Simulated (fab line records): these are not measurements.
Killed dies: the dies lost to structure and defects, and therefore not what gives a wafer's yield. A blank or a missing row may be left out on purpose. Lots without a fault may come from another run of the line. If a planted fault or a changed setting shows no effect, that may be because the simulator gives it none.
Split-lot study	flow sky130	on a route of 708 steps: 5 lots, 16 wafers read

## THE SPLIT ITSELF
At SKY_METAL5_METAL_ETCH_15 (etches the open film in Cl2/BCl3, stops on SiO2, target depth 1260 nm, time 252 s), the setting icpW was moved away from the recipe's 900 W on 5 of the 16 wafers read, by -7.4% to +8.2%. For the rest of the wafers, this setting stayed at what the recipe calls for.

The split's own step is where the reading is taken.

## THE READING
NOVOLAK_of_METAL5_COAT_09.thkNm (the simulator's own value, which no gauge read), in nm, at SKY_METAL5_METAL_ETCH_15 (etches the open film in Cl2/BCl3, stops on SiO2, target depth 1260 nm, time 252 s). The file does not state a usual value for it. The 11 wafers here that ran the recipe average 1039.6 nm, standard deviation 5 nm.

wafer	tool, chamber at the split	icpW as run, W	against the recipe	NOVOLAK_of_METAL5_COAT_09.thkNm, nm	against lot-mates on the recipe
L074.1	rieMetal-01, 1	900	recipe	1041	-
L074.2	rieMetal-01, 0	900	recipe	1036	-
L074.5	rieMetal-01, 0	865.9	-3.8%	1073	+34.5
L075.1	rieMetal-01, 0	900	recipe	1039	-
L075.4	rieMetal-01, 0,1	900	recipe	1036	-
L075.5	rieMetal-01, 0,1	900	recipe	1036	-
L077.1	rieMetal-03, 1	900	recipe	1040	-
L077.6	rieMetal-03, 1	900	recipe	1040	-
L080.2	rieMetal-01, 1	900	recipe	1053	-
L080.3	rieMetal-01, 1	833.7	-7.4%	1081	+36.0
L080.4	rieMetal-01, 0	900	recipe	1039	-
L080.5	rieMetal-01, 1	900	recipe	1043	-
L080.6	rieMetal-01, 0	833.7	-7.4%	1085	+40.0
L084.1	rieMetal-03, 0	974	+8.2%	994.4	-38.6
L084.3	rieMetal-03, 1	974	+8.2%	983.1	-49.9
L084.6	rieMetal-03, 1	900	recipe	1033	-
When a row names more than one chamber, that row covers several wafers, and the file does not tell which wafer ran in which chamber.

FIT RESULTS
A straight line over all 16 wafers: NOVOLAK_of_METAL5_COAT_09.thkNm changes by -6.2 nm for each +1% of icpW; r = -0.98; the points scatter about the line by 5.7 nm.
The same after taking each lot's own level away (the mean of its wafers on the recipe; 16 wafers): -5.49 nm for each +1%; r = -0.98; scatter 5.3 nm.
On that fit, the largest move of icpW shifts the reading by 45 nm.
Measured against the standard deviation above, the lots' own levels, which go from 1033.00 to 1045.00 nm, span 2.4 times it.
So the lot-to-lot level changes the slope: the two fits differ.
Check: with one of the wafers moved furthest among these (+8.2%) left out of the fit, the line predicts -47.4 nm for it against its lot-mates. Against them it came out at -38.6 nm.

## OTHER SPLITS ON THESE WAFERS
These wafers also went through other splits before the reading. Each is held against what the fit with the lots' levels taken away leaves over:
other split on the same wafers	wafers away from the commonest value	r with NOVOLAK_of_METAL5_COAT_09.thkNm (lot level and that fit taken away)
SKY_VIA4_SOFTBAKE_07 tempC	6	+0.01
SKY_VIA4_CVD_18 pressureTorr	10	+0.34
SKY_METAL5_SPUTTER_01 timeS	0	-

## THE WHOLE CHAIN: every reading that the file lists as answering this split, in the file's order
step	what it does	reading	change (the file's fit)	r (the file's)
SKY_METAL5_METAL_ETCH_15	etches the open film in Cl2/BCl3, stops on SiO2, target depth 1260 nm, time 252 s	NOVOLAK_of_METAL5_COAT_09.thkNm (the simulator's own value, which no gauge read)	-5.52 nm for each +1% of the setting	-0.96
SKY_METAL5_STRIP_16	strips in O2/N2	stripTimeToEndpointS	withheld for each +1% of the setting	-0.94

## THE FILE'S OWN FIT
NOVOLAK_of_METAL5_COAT_09.thkNm changes by -5.52 nm for each +1% of icpW, r = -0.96.
